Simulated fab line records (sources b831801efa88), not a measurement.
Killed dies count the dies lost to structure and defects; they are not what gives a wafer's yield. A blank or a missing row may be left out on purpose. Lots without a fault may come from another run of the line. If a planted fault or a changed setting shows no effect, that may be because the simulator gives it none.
fab line records || flow sky130 || part 2 of 2: steps 29 to 41 of 41
[record] {"lots": 5, "wafers": 15, "last_day": 50}
route steps=708 shown SD_P@359 RES_XHIGH@360 SALICIDE@361 LI_CONTACT@362 LOCAL_INTERCONNECT@387
lots with no fault: from the same line, run without faults
start_h: hours from the record's opening day to when the first of the lot's shown wafers began || wait_h: hours from the lot's prior step to this one || " the same as in the row above || L1.1+2: several wafers, shown together as one row || - no value, or no start given || * or withheld: withheld || < > ~ a bound
route shown NAME@n: NAME is a module with steps in the file, n the number in the route of the first one || usual: the fault-free wafers' mean and standard deviation || same: alike in all rows || chamber/n: place in a boat || sites: readings site by site || _std_site: the standard deviation of these || _edge_site: mean of outer sites minus mean of inner sites || radius_mm: for every site, how far away it sits from the centre of the wafer || mask NAME#n: copy n || behind: the most recent tool/chamber to have shaped the wafer || hold: why the lot was held/for how many hours/how that ended || device: transistor that didn't switch, given as n, p or np || end of line: at the end of the route, the tests of the same wafers || where a step has no rows: the recipe by itself || killed: at the first sort, the dies lost to defects and structure; wafer yield is something else || map: per-die view of a wafer (x killed, . not killed, _ where there is no die)
set.NAME: setting as actually run; set.NAME@STEP: the setting as run at that earlier step || model.NAME: the simulator's own value behind a step, which no gauge read
lots at selected steps of the route; one table per step, one row per wafer
services: a tool's chamber out of use, with start hour (start_h, from the record's first day; less than 0 if before it), hours out, and reason
[[steps]]
[step SKY_LOCAL_INTERCONNECT_SPUTTER_00]
[recipe] {"material": "TiN", "target_thk_nm": 100, "temp_c": 300, "power_w": 6500, "time_s": 83.3, "chamber_pressure_pa": 0.4}
[usual] {"throttle_valve_pct": "30.2/0.87"}
{"lot.wafer": "L075.1", "tool": "pvd_sputter-04", "chamber": "-", "start_h": 682.59, "wait_h": 0.2, "throttle_valve_pct": 30.5}
{"lot.wafer": "L075.5", "tool": "pvd_sputter-04", "chamber": "-", "start_h": 682.59, "wait_h": 0.2, "throttle_valve_pct": 30.1}
{"lot.wafer": "L075.6", "tool": "pvd_sputter-04", "chamber": "-", "start_h": 682.59, "wait_h": 0.2, "throttle_valve_pct": 30.8}
{"lot.wafer": "L079.2", "tool": "pvd_sputter-04", "chamber": "-", "start_h": 716.06, "wait_h": 0.1, "throttle_valve_pct": 30.3}
{"lot.wafer": "L079.4", "tool": "pvd_sputter-04", "chamber": "-", "start_h": 716.06, "wait_h": 0.1, "throttle_valve_pct": 30.2}
{"lot.wafer": "L079.5", "tool": "pvd_sputter-04", "chamber": "-", "start_h": 716.06, "wait_h": 0.1, "throttle_valve_pct": 30.3}
{"lot.wafer": "L084.2", "tool": "pvd_sputter-04", "chamber": "-", "start_h": 764.69, "wait_h": 0.2, "throttle_valve_pct": 30.7}
{"lot.wafer": "L084.4", "tool": "pvd_sputter-04", "chamber": "-", "start_h": 764.69, "wait_h": 0.2, "throttle_valve_pct": 30.7}
{"lot.wafer": "L084.6", "tool": "pvd_sputter-04", "chamber": "-", "start_h": 764.69, "wait_h": 0.2, "throttle_valve_pct": 29.6}
{"lot.wafer": "L094.2", "tool": "pvd_sputter-01", "chamber": "-", "start_h": 830.31, "wait_h": 0.2, "throttle_valve_pct": 32.2}
{"lot.wafer": "L094.3", "tool": "pvd_sputter-01", "chamber": "-", "start_h": 830.31, "wait_h": 0.2, "throttle_valve_pct": 30.0}
{"lot.wafer": "L094.5", "tool": "pvd_sputter-01", "chamber": "-", "start_h": 830.31, "wait_h": 0.2, "throttle_valve_pct": 29.0}
{"lot.wafer": "L095.2", "tool": "pvd_sputter-01", "chamber": "-", "start_h": 842.17, "wait_h": 0.1, "throttle_valve_pct": 29.7}
{"lot.wafer": "L095.3", "tool": "pvd_sputter-01", "chamber": "-", "start_h": 842.17, "wait_h": 0.1, "throttle_valve_pct": 29.1}
{"lot.wafer": "L095.5", "tool": "pvd_sputter-01", "chamber": "-", "start_h": 842.17, "wait_h": 0.1, "throttle_valve_pct": 29.6}
[step SKY_LOCAL_INTERCONNECT_RS_MEAS_01]
[recipe] {"thk_meas_gauge": "four-point-probe", "reads": "TiN_of_LOCAL_INTERCONNECT_SPUTTER_00"}
[usual] {"LOCAL_INTERCONNECT_TIN_RS": "14.08/0.15"}
{"lot.wafer": "L075.1", "tool": "film_metro-01", "chamber": "-", "start_h": 682.65, "wait_h": 0.0, "LOCAL_INTERCONNECT_TIN_RS[ohm/sq]": 13.93}
{"lot.wafer": "L075.5", "tool": "film_metro-01", "chamber": "-", "start_h": 682.65, "wait_h": 0.0, "LOCAL_INTERCONNECT_TIN_RS[ohm/sq]": 13.92}
{"lot.wafer": "L075.6", "tool": "film_metro-01", "chamber": "-", "start_h": 682.65, "wait_h": 0.0, "LOCAL_INTERCONNECT_TIN_RS[ohm/sq]": 14.02}
{"lot.wafer": "L079.2", "tool": "film_metro-01", "chamber": "-", "start_h": 716.14, "wait_h": 0.1, "LOCAL_INTERCONNECT_TIN_RS[ohm/sq]": 14.07}
{"lot.wafer": "L079.4", "tool": "film_metro-01", "chamber": "-", "start_h": 716.14, "wait_h": 0.1, "LOCAL_INTERCONNECT_TIN_RS[ohm/sq]": 13.92}
{"lot.wafer": "L079.5", "tool": "film_metro-01", "chamber": "-", "start_h": 716.14, "wait_h": 0.1, "LOCAL_INTERCONNECT_TIN_RS[ohm/sq]": 13.99}
{"lot.wafer": "L084.2", "tool": "film_metro-01", "chamber": "-", "start_h": 764.77, "wait_h": 0.1, "LOCAL_INTERCONNECT_TIN_RS[ohm/sq]": 14.25}
{"lot.wafer": "L084.4", "tool": "film_metro-01", "chamber": "-", "start_h": 764.77, "wait_h": 0.1, "LOCAL_INTERCONNECT_TIN_RS[ohm/sq]": 14.26}
{"lot.wafer": "L084.6", "tool": "film_metro-01", "chamber": "-", "start_h": 764.77, "wait_h": 0.1, "LOCAL_INTERCONNECT_TIN_RS[ohm/sq]": 14.13}
{"lot.wafer": "L094.2", "tool": "film_metro-02", "chamber": "-", "start_h": 830.39, "wait_h": 0.1, "LOCAL_INTERCONNECT_TIN_RS[ohm/sq]": 14.16}
{"lot.wafer": "L094.3", "tool": "film_metro-02", "chamber": "-", "start_h": 830.39, "wait_h": 0.1, "LOCAL_INTERCONNECT_TIN_RS[ohm/sq]": 14.16}
{"lot.wafer": "L094.5", "tool": "film_metro-02", "chamber": "-", "start_h": 830.39, "wait_h": 0.1, "LOCAL_INTERCONNECT_TIN_RS[ohm/sq]": 14.12}
{"lot.wafer": "L095.2", "tool": "film_metro-03", "chamber": "-", "start_h": 842.26, "wait_h": 0.1, "LOCAL_INTERCONNECT_TIN_RS[ohm/sq]": 14.09}
{"lot.wafer": "L095.3", "tool": "film_metro-03", "chamber": "-", "start_h": 842.26, "wait_h": 0.1, "LOCAL_INTERCONNECT_TIN_RS[ohm/sq]": 14.13}
{"lot.wafer": "L095.5", "tool": "film_metro-03", "chamber": "-", "start_h": 842.26, "wait_h": 0.1, "LOCAL_INTERCONNECT_TIN_RS[ohm/sq]": 14.04}
[step SKY_LOCAL_INTERCONNECT_THK_MEAS_02]
[recipe] {"thk_meas_gauge": "xrf", "reads": "TiN_of_LOCAL_INTERCONNECT_SPUTTER_00"}
[usual] {"LOCAL_INTERCONNECT_TIN_THK": "100.0/1"}
{"lot.wafer": "L075.1", "tool": "film_metro-01", "chamber": "-", "start_h": 682.77, "wait_h": 0.1, "LOCAL_INTERCONNECT_TIN_THK[nm]": 100.9}
{"lot.wafer": "L075.5", "tool": "film_metro-01", "chamber": "-", "start_h": 682.77, "wait_h": 0.1, "LOCAL_INTERCONNECT_TIN_THK[nm]": 100.8}
{"lot.wafer": "L075.6", "tool": "film_metro-01", "chamber": "-", "start_h": 682.77, "wait_h": 0.1, "LOCAL_INTERCONNECT_TIN_THK[nm]": 100.1}
{"lot.wafer": "L079.2", "tool": "film_metro-01", "chamber": "-", "start_h": 716.25, "wait_h": 0.1, "LOCAL_INTERCONNECT_TIN_THK[nm]": 100.1}
{"lot.wafer": "L079.4", "tool": "film_metro-01", "chamber": "-", "start_h": 716.25, "wait_h": 0.1, "LOCAL_INTERCONNECT_TIN_THK[nm]": 100.9}
{"lot.wafer": "L079.5", "tool": "film_metro-01", "chamber": "-", "start_h": 716.25, "wait_h": 0.1, "LOCAL_INTERCONNECT_TIN_THK[nm]": 100.2}
{"lot.wafer": "L084.2", "tool": "film_metro-01", "chamber": "-", "start_h": 764.88, "wait_h": 0.1, "LOCAL_INTERCONNECT_TIN_THK[nm]": 99.5}
{"lot.wafer": "L084.4", "tool": "film_metro-01", "chamber": "-", "start_h": 764.88, "wait_h": 0.1, "LOCAL_INTERCONNECT_TIN_THK[nm]": 99.2}
{"lot.wafer": "L084.6", "tool": "film_metro-01", "chamber": "-", "start_h": 764.88, "wait_h": 0.1, "LOCAL_INTERCONNECT_TIN_THK[nm]": 99.5}
{"lot.wafer": "L094.2", "tool": "film_metro-02", "chamber": "-", "start_h": 830.50, "wait_h": 0.1, "LOCAL_INTERCONNECT_TIN_THK[nm]": 99.4}
{"lot.wafer": "L094.3", "tool": "film_metro-02", "chamber": "-", "start_h": 830.50, "wait_h": 0.1, "LOCAL_INTERCONNECT_TIN_THK[nm]": 99.4}
{"lot.wafer": "L094.5", "tool": "film_metro-02", "chamber": "-", "start_h": 830.50, "wait_h": 0.1, "LOCAL_INTERCONNECT_TIN_THK[nm]": 99.9}
{"lot.wafer": "L095.2", "tool": "film_metro-03", "chamber": "-", "start_h": 842.37, "wait_h": 0.1, "LOCAL_INTERCONNECT_TIN_THK[nm]": 101.6}
{"lot.wafer": "L095.3", "tool": "film_metro-03", "chamber": "-", "start_h": 842.37, "wait_h": 0.1, "LOCAL_INTERCONNECT_TIN_THK[nm]": 100.9}
{"lot.wafer": "L095.5", "tool": "film_metro-03", "chamber": "-", "start_h": 842.37, "wait_h": 0.1, "LOCAL_INTERCONNECT_TIN_THK[nm]": 101.3}
[step SKY_LOCAL_INTERCONNECT_DEHYDRATE_03]
[recipe] {"temp_c": 200, "time_s": 60}
{"lot.wafer": "L075.1+5+6", "tool": "litho_track-01", "chamber": 0, "start_h": 696.14, "wait_h": 13.4}
{"lot.wafer": "L079.2+4+5", "tool": "litho_track-01", "chamber": 0, "start_h": 729.62, "wait_h": 13.4}
{"lot.wafer": "L084.2+4+6", "tool": "litho_track-04", "chamber": 0, "start_h": 777.69, "wait_h": 12.8}
{"lot.wafer": "L094.2+3+5", "tool": "litho_track-04", "chamber": 0, "start_h": 843.05, "wait_h": 12.5}
{"lot.wafer": "L095.2+3+5", "tool": "litho_track-04", "chamber": 0, "start_h": 854.60, "wait_h": 12.2}
[step SKY_LOCAL_INTERCONNECT_HMDS_04]
[recipe] {"prime_time_s": 60, "prime_temp_c": 120}
[same] {"prime_time_s": 60}
{"lot.wafer": "L075.1+5+6", "tool": "litho_track-01", "chamber": 0, "start_h": 696.29, "wait_h": 0.1}
{"lot.wafer": "L079.2+4+5", "tool": "litho_track-01", "chamber": 0, "start_h": 729.77, "wait_h": 0.1}
{"lot.wafer": "L084.2+4+6", "tool": "litho_track-04", "chamber": 0, "start_h": 777.84, "wait_h": 0.1}
{"lot.wafer": "L094.2+3+5", "tool": "litho_track-04", "chamber": 0, "start_h": 843.20, "wait_h": 0.1}
{"lot.wafer": "L095.2+3+5", "tool": "litho_track-04", "chamber": 0, "start_h": 854.75, "wait_h": 0.1}
[step SKY_LOCAL_INTERCONNECT_COAT_05]
[recipe] {"resist": "BARC", "temp_c": "withheld", "time_s": "withheld", "spin_rpm": 3000, "resist_thk_nm": 60}
{"lot.wafer": "L075.1+5+6", "tool": "litho_track-01", "chamber": 0, "start_h": 696.44, "wait_h": 0.1}
{"lot.wafer": "L079.2+4+5", "tool": "litho_track-01", "chamber": 0, "start_h": 729.92, "wait_h": 0.1}
{"lot.wafer": "L084.2+4+6", "tool": "litho_track-04", "chamber": 0, "start_h": 777.99, "wait_h": 0.1}
{"lot.wafer": "L094.2+3+5", "tool": "litho_track-04", "chamber": 0, "start_h": 843.35, "wait_h": 0.1}
{"lot.wafer": "L095.2+3+5", "tool": "litho_track-04", "chamber": 0, "start_h": 854.90, "wait_h": 0.1}
[step SKY_LOCAL_INTERCONNECT_COAT_06]
[recipe] {"resist": "KrF-thick", "spin_rpm": 3000, "resist_thk_nm": 450}
{"lot.wafer": "L075.1+5+6", "tool": "litho_track-01", "chamber": 0, "start_h": "-", "wait_h": "-"}
{"lot.wafer": "L079.2+4+5", "tool": "litho_track-01", "chamber": 0, "start_h": "-", "wait_h": "-"}
{"lot.wafer": "L084.2+4+6", "tool": "litho_track-04", "chamber": 0, "start_h": "-", "wait_h": "-"}
{"lot.wafer": "L094.2+3+5", "tool": "litho_track-04", "chamber": 0, "start_h": "-", "wait_h": "-"}
{"lot.wafer": "L095.2+3+5", "tool": "litho_track-04", "chamber": 0, "start_h": "-", "wait_h": "-"}
[step SKY_LOCAL_INTERCONNECT_SOFTBAKE_07]
[recipe] {"temp_c": 99.37, "time_s": 90, "resist": "KrF-thick"}
{"lot.wafer": "L075.1+5+6", "tool": "litho_track-01", "chamber": 0, "start_h": "-", "wait_h": "-"}
{"lot.wafer": "L079.2+4+5", "tool": "litho_track-01", "chamber": 0, "start_h": "-", "wait_h": "-"}
{"lot.wafer": "L084.2+4+6", "tool": "litho_track-04", "chamber": 0, "start_h": "-", "wait_h": "-"}
{"lot.wafer": "L094.2+3+5", "tool": "litho_track-04", "chamber": 0, "start_h": "-", "wait_h": "-"}
{"lot.wafer": "L095.2+3+5", "tool": "litho_track-04", "chamber": 0, "start_h": "-", "wait_h": "-"}
[step SKY_LOCAL_INTERCONNECT_EXPOSE_08]
[recipe] {"mask_id": "LI1M", "na": 0.8, "source_shape": "annular", "sigma_inner": 0.55, "sigma_outer": 0.85, "target_cd_nm": 170, "dose_mj": 28}
[usual] {"exposure_dose_mJ_cm2": "28.020/0.026"}
{"lot.wafer": "L075.1", "tool": "krf_scanner-01", "chamber": 0, "start_h": "-", "wait_h": "-", "mask": "LI1M#0", "exposure_dose_mJ_cm2": 28.007}
{"lot.wafer": "L075.5", "tool": "krf_scanner-01", "chamber": 0, "start_h": "-", "wait_h": "-", "mask": "LI1M#0", "exposure_dose_mJ_cm2": 27.994}
{"lot.wafer": "L075.6", "tool": "krf_scanner-01", "chamber": 0, "start_h": "-", "wait_h": "-", "mask": "LI1M#0", "exposure_dose_mJ_cm2": 28.004}
{"lot.wafer": "L079.2", "tool": "krf_scanner-02", "chamber": 0, "start_h": "-", "wait_h": "-", "mask": "LI1M#0", "exposure_dose_mJ_cm2": 27.991}
{"lot.wafer": "L079.4", "tool": "krf_scanner-02", "chamber": 0, "start_h": "-", "wait_h": "-", "mask": "LI1M#0", "exposure_dose_mJ_cm2": 27.967}
{"lot.wafer": "L079.5", "tool": "krf_scanner-02", "chamber": 0, "start_h": "-", "wait_h": "-", "mask": "LI1M#0", "exposure_dose_mJ_cm2": 27.997}
{"lot.wafer": "L084.2", "tool": "krf_scanner-01", "chamber": 0, "start_h": "-", "wait_h": "-", "mask": "LI1M#0", "exposure_dose_mJ_cm2": 28.012}
{"lot.wafer": "L084.4", "tool": "krf_scanner-01", "chamber": 0, "start_h": "-", "wait_h": "-", "mask": "LI1M#0", "exposure_dose_mJ_cm2": 28.022}
{"lot.wafer": "L084.6", "tool": "krf_scanner-01", "chamber": 0, "start_h": "-", "wait_h": "-", "mask": "LI1M#0", "exposure_dose_mJ_cm2": 27.996}
{"lot.wafer": "L094.2", "tool": "krf_scanner-01", "chamber": 0, "start_h": "-", "wait_h": "-", "mask": "LI1M#0", "exposure_dose_mJ_cm2": 28.014}
{"lot.wafer": "L094.3", "tool": "krf_scanner-01", "chamber": 0, "start_h": "-", "wait_h": "-", "mask": "LI1M#0", "exposure_dose_mJ_cm2": 28.019}
{"lot.wafer": "L094.5", "tool": "krf_scanner-01", "chamber": 0, "start_h": "-", "wait_h": "-", "mask": "LI1M#0", "exposure_dose_mJ_cm2": 28.006}
{"lot.wafer": "L095.2", "tool": "krf_scanner-01", "chamber": 0, "start_h": "-", "wait_h": "-", "mask": "LI1M#0", "exposure_dose_mJ_cm2": 27.975}
{"lot.wafer": "L095.3", "tool": "krf_scanner-01", "chamber": 0, "start_h": "-", "wait_h": "-", "mask": "LI1M#0", "exposure_dose_mJ_cm2": 28.010}
{"lot.wafer": "L095.5", "tool": "krf_scanner-01", "chamber": 0, "start_h": "-", "wait_h": "-", "mask": "LI1M#0", "exposure_dose_mJ_cm2": 28.000}
[step SKY_LOCAL_INTERCONNECT_PEB_09]
[recipe] {"peb_temp_c": "withheld", "peb_time_s": "withheld", "resist": "KrF-thick"}
{"lot.wafer": "L075.1+5+6", "tool": "litho_track-01", "chamber": 0, "start_h": "-", "wait_h": "-"}
{"lot.wafer": "L079.2+4+5", "tool": "litho_track-03", "chamber": 0, "start_h": "-", "wait_h": "-"}
{"lot.wafer": "L084.2+4+6", "tool": "litho_track-03", "chamber": 0, "start_h": "-", "wait_h": "-"}
{"lot.wafer": "L094.2+3+5", "tool": "litho_track-01", "chamber": 0, "start_h": "-", "wait_h": "-"}
{"lot.wafer": "L095.2+3+5", "tool": "litho_track-04", "chamber": 0, "start_h": "-", "wait_h": "-"}
[step SKY_LOCAL_INTERCONNECT_DEVELOP_10]
[recipe] {"develop_time_s": 60, "resist": "KrF-thick", "dev_temp_c": 21}
{"lot.wafer": "L075.1+5+6", "tool": "litho_track-01", "chamber": 0, "start_h": "-", "wait_h": "-"}
{"lot.wafer": "L079.2+4+5", "tool": "litho_track-03", "chamber": 0, "start_h": "-", "wait_h": "-"}
{"lot.wafer": "L084.2+4+6", "tool": "litho_track-03", "chamber": 0, "start_h": "-", "wait_h": "-"}
{"lot.wafer": "L094.2+3+5", "tool": "litho_track-01", "chamber": 0, "start_h": "-", "wait_h": "-"}
{"lot.wafer": "L095.2+3+5", "tool": "litho_track-04", "chamber": 0, "start_h": "-", "wait_h": "-"}
[step SKY_LOCAL_INTERCONNECT_CD_MEAS_11]
[recipe] {"target_cd_nm": 170}
[usual] {"cd_nm": "170.1/1.7"}
{"lot.wafer": "L075.1", "tool": "cd_sem-02", "chamber": "-", "start_h": 711.24, "wait_h": "-", "cd_nm": 169.5}
{"lot.wafer": "L075.5", "tool": "cd_sem-02", "chamber": "-", "start_h": 711.24, "wait_h": "-", "cd_nm": 168.9}
{"lot.wafer": "L075.6", "tool": "cd_sem-02", "chamber": "-", "start_h": 711.24, "wait_h": "-", "cd_nm": 168.8}
{"lot.wafer": "L079.2", "tool": "cd_sem-02", "chamber": "-", "start_h": 743.56, "wait_h": "-", "cd_nm": 173.4}
{"lot.wafer": "L079.4", "tool": "cd_sem-02", "chamber": "-", "start_h": 743.56, "wait_h": "-", "cd_nm": 172.3}
{"lot.wafer": "L079.5", "tool": "cd_sem-02", "chamber": "-", "start_h": 743.56, "wait_h": "-", "cd_nm": 172.7}
{"lot.wafer": "L084.2", "tool": "cd_sem-01", "chamber": "-", "start_h": 791.91, "wait_h": "-", "cd_nm": 170.0}
{"lot.wafer": "L084.4", "tool": "cd_sem-01", "chamber": "-", "start_h": 791.91, "wait_h": "-", "cd_nm": 171.0}
{"lot.wafer": "L084.6", "tool": "cd_sem-01", "chamber": "-", "start_h": 791.91, "wait_h": "-", "cd_nm": 170.9}
{"lot.wafer": "L094.2", "tool": "cd_sem-01", "chamber": "-", "start_h": 856.36, "wait_h": "-", "cd_nm": 171.7}
{"lot.wafer": "L094.3", "tool": "cd_sem-01", "chamber": "-", "start_h": 856.36, "wait_h": "-", "cd_nm": 171.0}
{"lot.wafer": "L094.5", "tool": "cd_sem-01", "chamber": "-", "start_h": 856.36, "wait_h": "-", "cd_nm": 171.3}
{"lot.wafer": "L095.2", "tool": "cd_sem-01", "chamber": "-", "start_h": 867.74, "wait_h": "-", "cd_nm": 169.6}
{"lot.wafer": "L095.3", "tool": "cd_sem-01", "chamber": "-", "start_h": 867.74, "wait_h": "-", "cd_nm": 170.8}
{"lot.wafer": "L095.5", "tool": "cd_sem-01", "chamber": "-", "start_h": 867.74, "wait_h": "-", "cd_nm": 170.0}
[step SKY_LOCAL_INTERCONNECT_OVL_MEAS_12]
[usual] {"LOCAL_INTERCONNECT_OVL": "-1/6.6"}
{"lot.wafer": "L075.1", "tool": "overlay-02", "chamber": "-", "start_h": 711.36, "wait_h": 0.1, "LOCAL_INTERCONNECT_OVL[nm]": 1}
{"lot.wafer": "L075.5", "tool": "overlay-02", "chamber": "-", "start_h": 711.36, "wait_h": 0.1, "LOCAL_INTERCONNECT_OVL[nm]": 4}
{"lot.wafer": "L075.6", "tool": "overlay-02", "chamber": "-", "start_h": 711.36, "wait_h": 0.1, "LOCAL_INTERCONNECT_OVL[nm]": 1}
{"lot.wafer": "L079.2", "tool": "overlay-02", "chamber": "-", "start_h": 743.66, "wait_h": 0.1, "LOCAL_INTERCONNECT_OVL[nm]": -2}
{"lot.wafer": "L079.4", "tool": "overlay-02", "chamber": "-", "start_h": 743.66, "wait_h": 0.1, "LOCAL_INTERCONNECT_OVL[nm]": -7}
{"lot.wafer": "L079.5", "tool": "overlay-02", "chamber": "-", "start_h": 743.66, "wait_h": 0.1, "LOCAL_INTERCONNECT_OVL[nm]": -6}
{"lot.wafer": "L084.2", "tool": "overlay-02", "chamber": "-", "start_h": 792.01, "wait_h": 0.1, "LOCAL_INTERCONNECT_OVL[nm]": -7}
{"lot.wafer": "L084.4", "tool": "overlay-02", "chamber": "-", "start_h": 792.01, "wait_h": 0.1, "LOCAL_INTERCONNECT_OVL[nm]": 0}
{"lot.wafer": "L084.6", "tool": "overlay-02", "chamber": "-", "start_h": 792.01, "wait_h": 0.1, "LOCAL_INTERCONNECT_OVL[nm]": -2}
{"lot.wafer": "L094.2", "tool": "overlay-01", "chamber": "-", "start_h": 856.47, "wait_h": 0.1, "LOCAL_INTERCONNECT_OVL[nm]": -7}
{"lot.wafer": "L094.3", "tool": "overlay-01", "chamber": "-", "start_h": 856.47, "wait_h": 0.1, "LOCAL_INTERCONNECT_OVL[nm]": -8}
{"lot.wafer": "L094.5", "tool": "overlay-01", "chamber": "-", "start_h": 856.47, "wait_h": 0.1, "LOCAL_INTERCONNECT_OVL[nm]": -2}
{"lot.wafer": "L095.2", "tool": "overlay-01", "chamber": "-", "start_h": 867.85, "wait_h": 0.1, "LOCAL_INTERCONNECT_OVL[nm]": 4}
{"lot.wafer": "L095.3", "tool": "overlay-01", "chamber": "-", "start_h": 867.85, "wait_h": 0.1, "LOCAL_INTERCONNECT_OVL[nm]": 4}
{"lot.wafer": "L095.5", "tool": "overlay-01", "chamber": "-", "start_h": 867.85, "wait_h": 0.1, "LOCAL_INTERCONNECT_OVL[nm]": -3}
[[services]]
{"tool": "cmp-01", "chamber": "-", "start_h": 641.12, "hours": 0.4, "kind": "repair"}
{"tool": "krf_scanner-01", "chamber": "-", "start_h": 644.42, "hours": 0.2, "kind": "repair"}
{"tool": "rie_diel-02", "chamber": 2, "start_h": 644.73, "hours": 7.4, "kind": "repair"}
{"tool": "cmp-01", "chamber": "-", "start_h": 651.59, "hours": 3.9, "kind": "repair"}
{"tool": "krf_scanner-01", "chamber": "-", "start_h": 655.20, "hours": 0.9, "kind": "repair"}
{"tool": "krf_scanner-01", "chamber": "-", "start_h": 663.24, "hours": 0.8, "kind": "pm"}
{"tool": "krf_scanner-01", "chamber": "-", "start_h": 666.37, "hours": 1.0, "kind": "pm"}
{"tool": "krf_scanner-01", "chamber": "-", "start_h": 671.88, "hours": 1.3, "kind": "repair"}
{"tool": "krf_scanner-02", "chamber": "-", "start_h": 682.76, "hours": 4.0, "kind": "pm"}
{"tool": "rie_diel-02", "chamber": 3, "start_h": 705.50, "hours": 5.7, "kind": "repair"}
{"tool": "krf_scanner-02", "chamber": "-", "start_h": 716.58, "hours": 1.3, "kind": "pm"}
{"tool": "krf_scanner-01", "chamber": "-", "start_h": 731.36, "hours": 1.3, "kind": "pm"}
{"tool": "krf_scanner-01", "chamber": "-", "start_h": 757.35, "hours": 0.2, "kind": "repair"}
{"tool": "cmp-01", "chamber": "-", "start_h": 759.37, "hours": 3.3, "kind": "repair"}
{"tool": "wet_bench-01", "chamber": "-", "start_h": 761.36, "hours": 8.8, "kind": "repair"}
{"tool": "cmp-01", "chamber": "-", "start_h": 762.76, "hours": 0.4, "kind": "repair"}
{"tool": "pvd_sputter-02", "chamber": "-", "start_h": 790.54, "hours": 0.6, "kind": "repair"}
{"tool": "krf_scanner-01", "chamber": "-", "start_h": 799.36, "hours": 0.5, "kind": "repair"}
{"tool": "cmp-01", "chamber": "-", "start_h": 803.33, "hours": 3.6, "kind": "repair"}
{"tool": "cmp-01", "chamber": "-", "start_h": 804.76, "hours": 7.5, "kind": "repair"}
{"tool": "cmp-01", "chamber": "-", "start_h": 814.16, "hours": 2.4, "kind": "repair"}
{"tool": "krf_scanner-01", "chamber": "-", "start_h": 832.04, "hours": 0.8, "kind": "pm"}
{"tool": "pvd_sputter-02", "chamber": "-", "start_h": 833.43, "hours": 3.1, "kind": "repair"}
{"tool": "krf_scanner-01", "chamber": "-", "start_h": 835.37, "hours": 1.0, "kind": "pm"}
